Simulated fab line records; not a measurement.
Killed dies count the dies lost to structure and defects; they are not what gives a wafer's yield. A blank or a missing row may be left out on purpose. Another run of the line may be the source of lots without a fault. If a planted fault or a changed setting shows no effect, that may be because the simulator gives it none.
fab line records	flow sky130
[record] lots = 7	wafers = 21	last-day = 50
route steps=708 shown VIA2@519 METAL3@532
lots with no fault: from the same line, run without faults
start-h: start of the lot's first displayed wafer, in hours after the record's first day	wait-h: hours from the lot's prior step to this one	" same as the row above	L1.1+2: a row that stands for several wafers	- no value present, or no start provided	* or withheld: withheld	< > ~ a bound
route shown NAME@n: a module of which the file shows steps, and the number in the route of the first	usual: mean/standard deviation taken from wafers without a fault	same: alike in all rows	chamber/n: place in a boat	sites: the reading at each site	_std_site: how widely they spread, as a standard deviation	_edge_site: inner sites' mean taken away from outer sites' mean	radius-mm: for every site, how far away it sits from the centre of the wafer	mask NAME#n: copy n	behind: the most recent tool/chamber to have shaped the wafer	hold: why the lot was held/for how many hours/how that ended	device: the transistor (n, p or np) that didn't switch	end of line: at the end of the route, the tests of the same wafers	where a step has no rows: the recipe by itself	killed: the dies lost at the first sort to structure and to defects; this is not the yield of the wafer	map: a wafer's dies, marking killed ones x, the rest . and places with no die _
set.NAME: the run value of the setting; set.NAME@STEP: its run value at that earlier step	model.NAME: the simulator's own value behind a step, which no gauge read
lots at some steps of the route; a table a step, a row a wafer
services: from which hour (start-h, from the record's first day; less than 0 if before it) a tool's chamber was out of use, for how many hours, and why
[[steps]]
[step SKY_VIA2_CD_MEAS_12]
[recipe] target-cd-nm = 200
[usual] cd-nm = 199.7/1.2
lot.wafer	tool	chamber	start-h	wait-h	cd-nm
L635.1	cd-sem-02	-	888.25	-	198.5
L635.2	"	-	"	"	199.0
L635.6	"	-	"	"	199.6
L637.2	cd-sem-01	-	891.35	-	197.0
L637.5	"	-	"	"	198.7
L637.6	"	-	"	"	198.8
L641.1	cd-sem-02	-	931.73	-	200.6
L641.5	"	-	"	"	200.5
L641.6	"	-	"	"	199.9
L644.3	cd-sem-01	-	945.96	-	198.8
L644.4	"	-	"	"	201.0
L644.5	"	-	"	"	200.2
L646.1	cd-sem-01	-	974.63	-	202.4
L646.2	"	-	"	"	201.8
L646.5	"	-	"	"	202.0
L647.2	cd-sem-02	-	986.24	-	199.2
L647.5	"	-	"	"	200.4
L647.6	"	-	"	"	198.0
L648.1	cd-sem-01	-	990.93	-	199.4
L648.3	"	-	"	"	198.4
L648.6	"	-	"	"	201.6
[step SKY_VIA2_OVL_MEAS_13]
[usual] VIA2_OVL = 0/6.7
lot.wafer	tool	chamber	start-h	wait-h	VIA2_OVL[nm]
L635.1	overlay-01	-	888.37	0.1	-12
L635.2	"	-	"	"	-1
L635.6	"	-	"	"	1
L637.2	overlay-01	-	891.46	0.1	-1
L637.5	"	-	"	"	4
L637.6	"	-	"	"	-4
L641.1	overlay-02	-	931.85	0.1	5
L641.5	"	-	"	"	9
L641.6	"	-	"	"	6
L644.3	overlay-02	-	946.05	0.1	-17
L644.4	"	-	"	"	2
L644.5	"	-	"	"	-16
L646.1	overlay-02	-	974.75	0.1	-8
L646.2	"	-	"	"	3
L646.5	"	-	"	"	3
L647.2	overlay-01	-	986.35	0.1	1
L647.5	"	-	"	"	-8
L647.6	"	-	"	"	-5
L648.1	overlay-02	-	991.05	0.1	-2
L648.3	"	-	"	"	-2
L648.6	"	-	"	"	8
[step SKY_VIA2_ETCH_14]
[recipe] chemistry = N2/H2	target = BARC	ion-energy-ev = 200	source-w = 500	bias-w = 100	pressure-mtorr = 30	n2-flow-sccm = 100	h2-flow-sccm = 200	stop-on = SiO2	time-s = 45.9	target-depth-a = 600
[usual] drypump-motor-current-A = 5.6/0.47	oes-product-au = 0.855/0.0055	throttle-valve-pct = 13.225/0.0096
lot.wafer	tool	chamber	start-h	wait-h	drypump-motor-current-A	oes-product-au	rf-hours-counter-h	throttle-valve-pct
L635.1	rie-diel-02	1	888.41	0.0	6.1	0.857	19	13.244
L635.2	"	0	"	"	5.2	0.859	13	13.221
L635.6	"	0	"	"	5.2	0.856	-	13.204
L637.2	rie-diel-03	2	891.49	0.0	5.9	0.853	26	13.223
L637.5	"	3	"	"	6.2	0.853	-	13.240
L637.6	"	0	"	"	5.3	0.853	-	13.232
L641.1	rie-diel-03	2	931.89	0.0	5.9	0.862	27	13.215
L641.5	"	2	"	"	5.9	0.854	-	13.242
L641.6	"	1	"	"	5.9	0.855	-	13.215
L644.3	rie-diel-01	1	946.08	0.0	5.0	0.862	5	13.242
L644.4	"	0	"	"	5.5	0.857	15	13.214
L644.5	"	0	"	"	5.5	0.859	-	13.213
L646.1	rie-diel-03	1	974.79	0.0	5.9	0.867	10	13.221
L646.2	"	2	"	"	5.9	0.857	28	13.215
L646.5	"	2	"	"	5.9	0.850	-	13.219
L647.2	rie-diel-02	3	986.38	0.0	5.0	0.850	13	13.224
L647.5	"	1	"	"	6.1	0.842	-	13.215
L647.6	"	2	"	"	6.2	0.848	-	13.225
L648.1	rie-diel-03	1	991.09	0.0	6.0	0.853	11	13.226
L648.3	"	2	"	"	5.9	0.846	29	13.215
L648.6	"	1	"	"	6.0	0.858	-	13.239
[step SKY_VIA2_ETCH_15]
[recipe] target = SiO2	chemistry = C4F8/O2/Ar	target-depth-nm = 546	stop-on = TiN	mask-material = KrF-thick	source-w = 1500	bias-w = 1200	pressure-mtorr = 40	c4f8-flow-sccm = withheld	O2_flow_sccm = 6	Ar_flow_sccm = 300	time-s = 84
[step SKY_VIA2_STRIP_16]
[recipe] chemistry = O2/N2	power-w = 1400	pressure-mtorr = 1500	platen-temp-c = withheld	o2-flow-sccm = 3000	n2-flow-sccm = 300	overash-fraction = 0.5
[usual] drypump-motor-current-A = 5.5/0.5	oes-product-au = 0.399/0.0047	strip-time-to-endpoint-s = 4.040/0.025
lot.wafer	tool	chamber	start-h	wait-h	drypump-motor-current-A	oes-product-au	rf-hours-counter-h	strip-time-to-endpoint-s
L635.1	plasma-asher-03	0	888.51	0.0	6.3	0.406	15	4.074
L635.2	"	1	"	"	5.8	0.392	15	4.046
L635.6	"	0	"	"	6.4	0.396	-	4.056
L637.2	plasma-asher-02	0	891.60	0.0	5.1	0.397	77	4.063
L637.5	"	1	"	"	5.6	0.399	-	4.081
L637.6	"	0	"	"	5.1	0.407	-	4.032
L641.1	plasma-asher-02	0	932.00	0.0	5.1	0.396	81	4.058
L641.5	"	0	"	"	5.1	0.400	-	4.036
L641.6	"	1	"	"	5.6	0.394	-	4.019
L644.3	plasma-asher-02	0	946.22	0.1	5.1	0.403	-	3.994
L644.4	"	1	"	"	5.6	0.402	-	4.070
L644.5	"	0	"	"	5.1	0.391	-	4.058
L646.1	plasma-asher-03	1	974.90	0.0	5.8	0.396	23	4.043
L646.2	"	0	"	"	6.3	0.400	23	4.096
L646.5	"	0	"	"	6.3	0.394	-	4.067
L647.2	plasma-asher-03	0	986.48	0.0	6.3	0.393	24	4.037
L647.5	"	1	"	"	5.8	0.394	-	4.017
L647.6	"	0	"	"	6.3	0.399	-	4.009
L648.1	plasma-asher-03	0	991.20	0.0	6.3	0.397	24	4.036
L648.3	"	1	"	"	5.8	0.407	-	4.050
L648.6	"	1	"	"	5.8	0.395	-	4.066
[step SKY_VIA2_STRIP_17]
[recipe] chemistry = post-etch-residue-remover	time-s = 1200	temp-c = 72.5
[step SKY_VIA2_CLEAN_18]
[recipe] chemistry = IPA	time-s = 180	temp-c = 25
[step SKY_VIA2_CLEAN_19]
[recipe] chemistry = O3/DIW	dry = n2-spin
[step SKY_VIA2_SPUTTER_20]
[recipe] material = TiN	target-thk-nm = 20	chamber-pressure-pa = 5	power-w = 4000	time-s = 80
[usual] cathode-dc-power-W = 4000.0/0.85	throttle-valve-pct = 29.9/0.95
lot.wafer	tool	chamber	start-h	wait-h	cathode-dc-power-W	throttle-valve-pct
L635.1	pvd-sputter-03	-	889.15	0.0	4000.4	28.7
L635.2	"	-	"	"	4000.6	31.6
L635.6	"	-	"	"	3999.3	28.5
L637.2	pvd-sputter-01	-	892.20	0.0	3999.9	29.8
L637.5	"	-	"	"	4000.7	28.8
L637.6	"	-	"	"	3999.0	29.7
L641.1	pvd-sputter-01	-	932.60	0.0	3999.9	28.7
L641.5	"	-	"	"	4000.1	31.2
L641.6	"	-	"	"	3999.1	29.4
L644.3	pvd-sputter-03	-	946.78	0.0	4001.4	28.3
L644.4	"	-	"	"	3999.6	29.1
L644.5	"	-	"	"	3999.1	31.8
L646.1	pvd-sputter-03	-	975.49	0.0	3999.4	29.1
L646.2	"	-	"	"	3997.9	28.8
L646.5	"	-	"	"	4000.1	28.7
L647.2	pvd-sputter-04	-	987.17	0.0	4000.1	29.5
L647.5	"	-	"	"	4000.5	29.8
L647.6	"	-	"	"	3999.9	31.0
L648.1	pvd-sputter-04	-	991.85	0.0	4000.1	29.5
L648.3	"	-	"	"	4000.1	30.5
L648.6	"	-	"	"	3999.8	31.2
[step SKY_VIA2_CVD_21]
[recipe] material = W	target-thk-nm = 420	time-s = 126.4	temp-c = 400	pressure-torr = 40
[usual] heater-power-w = 770/44
lot.wafer	tool	chamber	start-h	wait-h	heater-power-w
L635.1	cvd-w-01	0	889.21	0.0	716
L635.2	"	1	"	"	799
L635.6	"	0	"	"	714
L637.2	cvd-w-02	1	892.26	0.0	858
L637.5	"	1	"	"	855
L637.6	"	0	"	"	734
L641.1	cvd-w-02	0	932.66	0.0	764
L641.5	"	0	"	"	741
L641.6	"	1	"	"	789
L644.3	cvd-w-01	1	946.89	0.1	814
L644.4	"	0	"	"	718
L644.5	"	0	"	"	709
L646.1	cvd-w-02	1	975.55	0.0	794
L646.2	"	0	"	"	733
L646.5	"	0	"	"	749
L647.2	cvd-w-01	1	987.23	0.0	811
L647.5	"	0	"	"	724
L647.6	"	1	"	"	818
L648.1	cvd-w-01	1	991.91	0.0	796
L648.3	"	0	"	"	717
L648.6	"	0	"	"	713
[step SKY_VIA2_RS_MEAS_22]
[recipe] thk-meas-gauge = four-point-probe	reads = W_of_VIA2_CVD_21+TiN_of_VIA2_SPUTTER_20
[usual] VIA2_W_RS = 0.274/0.0033
lot.wafer	tool	chamber	start-h	wait-h	VIA2_W_RS[ohm/sq]
L635.1	film-metro-02	-	889.34	0.1	0.274
L635.2	"	-	"	"	0.274
L635.6	"	-	"	"	0.275
L637.2	film-metro-03	-	892.41	0.1	0.281
L637.5	"	-	"	"	0.279
L637.6	"	-	"	"	0.278
L641.1	film-metro-03	-	932.79	0.1	0.271
L641.5	"	-	"	"	0.270
L641.6	"	-	"	"	0.276
L644.3	film-metro-03	-	947.02	0.1	0.271
L644.4	"	-	"	"	0.273
L644.5	"	-	"	"	0.271
L646.1	film-metro-01	-	975.68	0.1	0.280
L646.2	"	-	"	"	0.269
L646.5	"	-	"	"	0.271
L647.2	film-metro-03	-	987.38	0.1	0.275
L647.5	"	-	"	"	0.276
L647.6	"	-	"	"	0.275
L648.1	film-metro-02	-	992.04	0.1	0.275
L648.3	"	-	"	"	0.272
L648.6	"	-	"	"	0.270
[step SKY_VIA2_THK_MEAS_23]
[recipe] thk-meas-gauge = xrf	reads = W_of_VIA2_CVD_21
[usual] VIA2_W_THK = 407/7.4
lot.wafer	tool	chamber	start-h	wait-h	VIA2_W_THK[nm]
L635.1	film-metro-02	-	889.46	0.1	414
L635.2	"	-	"	"	411
L635.6	"	-	"	"	409
L637.2	film-metro-03	-	892.52	0.1	392
L637.5	"	-	"	"	390
L637.6	"	-	"	"	394
L641.1	film-metro-03	-	932.91	0.1	410
L641.5	"	-	"	"	410
L641.6	"	-	"	"	400
L644.3	film-metro-03	-	947.12	0.1	404
L644.4	"	-	"	"	406
L644.5	"	-	"	"	406
L646.1	film-metro-01	-	975.80	0.1	405
L646.2	"	-	"	"	424
L646.5	"	-	"	"	416
L647.2	film-metro-03	-	987.49	0.1	406
L647.5	"	-	"	"	403
L647.6	"	-	"	"	406
L648.1	film-metro-02	-	992.16	0.1	412
L648.3	"	-	"	"	418
L648.6	"	-	"	"	419
[step SKY_VIA2_CMP_24]
[recipe] stop-on = SiO2	t-overpolish-s = 20	down-force-psi = 3.5	platen-rpm = 60	target-thk-nm = 0	pad-velocity-m-s = 0.94248
[usual] motor-current-A = 11.1/1.6	overpolish-run-s = 20.000/0.0089	time-to-endpoint-s = 102/4.9
lot.wafer	tool	chamber	start-h	wait-h	motor-current-A	overpolish-run-s	time-to-endpoint-s
L635.1	cmp-01	3	889.57	0.1	8.8	19.985	99
L635.2	"	1	"	"	12.4	19.978	108
L635.6	"	3	"	"	9.1	20.012	101
L637.2	cmp-01	3	892.62	0.1	8.6	20.003	100
L637.5	"	2	"	"	13.9	20.003	99
L637.6	"	3	"	"	9.4	20.008	98
L641.1	cmp-01	1	933.12	0.2	12.5	20.004	104
L641.6	"	2	"	"	14.8	19.993	96
L641.5	"	3	"	"	8.7	20.010	95
L644.4	cmp-02	3	947.21	0.1	10.4	20.006	108
L644.3	"	0	"	"	10.5	19.993	106
L644.5	"	2	"	"	10.6	20.008	104
L646.1	cmp-02	1	975.96	0.1	12.3	0.038	155
L646.2	"	2	"	"	11.0	20.006	101
L646.5	"	3	"	"	9.6	0.034	159
L647.2	cmp-02	3	987.59	0.1	10.0	20.004	108
L647.6	"	2	"	"	10.6	20.006	103
L647.5	"	3	"	"	10.6	0.037	157
L648.1	cmp-02	2	992.22	0.1	10.5	0.046	157
L648.3	"	3	"	"	10.4	20.005	108
L648.6	"	2	"	"	10.0	19.995	105
[step SKY_METAL3_SPUTTER_00]
[recipe] material = Ti	target-thk-nm = 15	power-w = 3000	time-s = 10	chamber-pressure-pa = 0.4
[usual] cathode-dc-power-W = 3000.0/0.59	throttle-valve-pct = 29.9/0.98
lot.wafer	tool	chamber	start-h	wait-h	cathode-dc-power-W	throttle-valve-pct
L635.1	pvd-sputter-04	-	889.84	0.2	2999.8	29.7
L635.2	"	-	"	"	2999.8	29.6
L635.6	"	-	"	"	2999.7	29.5
L637.2	pvd-sputter-04	-	892.87	0.2	3000.2	30.7
L637.5	"	-	"	"	2999.8	31.2
L637.6	"	-	"	"	2999.4	30.5
L641.1	pvd-sputter-02	-	933.27	0.1	3000.1	28.7
L641.5	"	-	"	"	2999.9	30.8
L641.6	"	-	"	"	2999.4	28.9
L644.3	pvd-sputter-02	-	947.46	0.1	2999.4	31.0
L644.4	"	-	"	"	3000.3	31.0
L644.5	"	-	"	"	3000.9	28.6
L646.2	pvd-sputter-01	-	976.16	0.1	2999.7	29.7
L647.2	pvd-sputter-01	-	987.84	0.2	3000.4	29.5
L647.6	"	-	"	"	2998.9	31.0
L648.3	pvd-sputter-04	-	992.52	0.2	3000.1	31.0
L648.6	"	-	"	"	3000.9	31.0
[[services]]
tool	chamber	start-h	hours	kind
pvd-sputter-01	-	865.98	2.0	repair
cvd-w-02	-	869.05	0.4	repair
cvd-w-02	-	878.95	0.9	repair
cvd-w-01	1	884.75	4.2	repair
rie-diel-03	2	893.47	7.6	repair
cvd-w-02	-	904.00	14.0	pm
cvd-w-02	0	904.00	14.0	vent-cycle
cvd-w-02	1	904.00	14.0	vent-cycle
cmp-01	-	912.00	4.0	pm
rie-diel-02	3	914.49	4.4	repair
cmp-01	-	926.94	4.5	pm
rie-diel-02	-	927.64	14.6	pm
rie-diel-03	3	928.55	15.0	repair
cmp-01	-	931.99	0.6	repair
rie-diel-02	3	945.80	5.2	repair
rie-diel-01	3	954.92	8.4	repair
pvd-sputter-02	-	965.87	6.6	repair
cmp-01	-	966.19	0.7	repair
cvd-w-01	1	967.88	1.6	repair
rie-diel-02	0	979.05	8.9	repair
pvd-sputter-01	-	980.58	0.6	repair
plasma-asher-02	-	986.71	8.0	repair
pvd-sputter-02	-	987.41	4.3	repair
cmp-02	-	990.81	1.2	repair
[[key]]
[first-sign] step = SKY_VIA2_CMP_24	reading = overpolish-run-s	direction = down	sigmas = 99+	usual = 20.000	struck = 0.039
[effect] step = SKY_VIA2_CMP_24	reading = time-to-endpoint-s	direction = up	sigmas = 11	usual = *	struck = *
met-at SKY_VIA2_CMP_24
struck-wafers L646.1,L646.5,L647.5,L648.1
later-rows-left-out L646.1,L646.5,L647.5,L648.1
sort-left-out L646.1,L646.5,L647.5,L648.1
onset-between 947.21 975.96
[fault] kind = process-parameter-drift	tool = cmp-02	chamber = -	onset-h = 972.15	steps = SKY_VIA2_CMP_24	channel = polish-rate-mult	offset = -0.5	shape = step	end-h = 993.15	scope = struck-wafers-only
// sort-left-out: the simulated sort isn't trusted on such a fault, so these wafers' sort isn't shown, and their yield isn't known
// later-rows-left-out: the simulator's readings of these wafers behind a module that went badly wrong aren't trusted and aren't shown, but for the sort
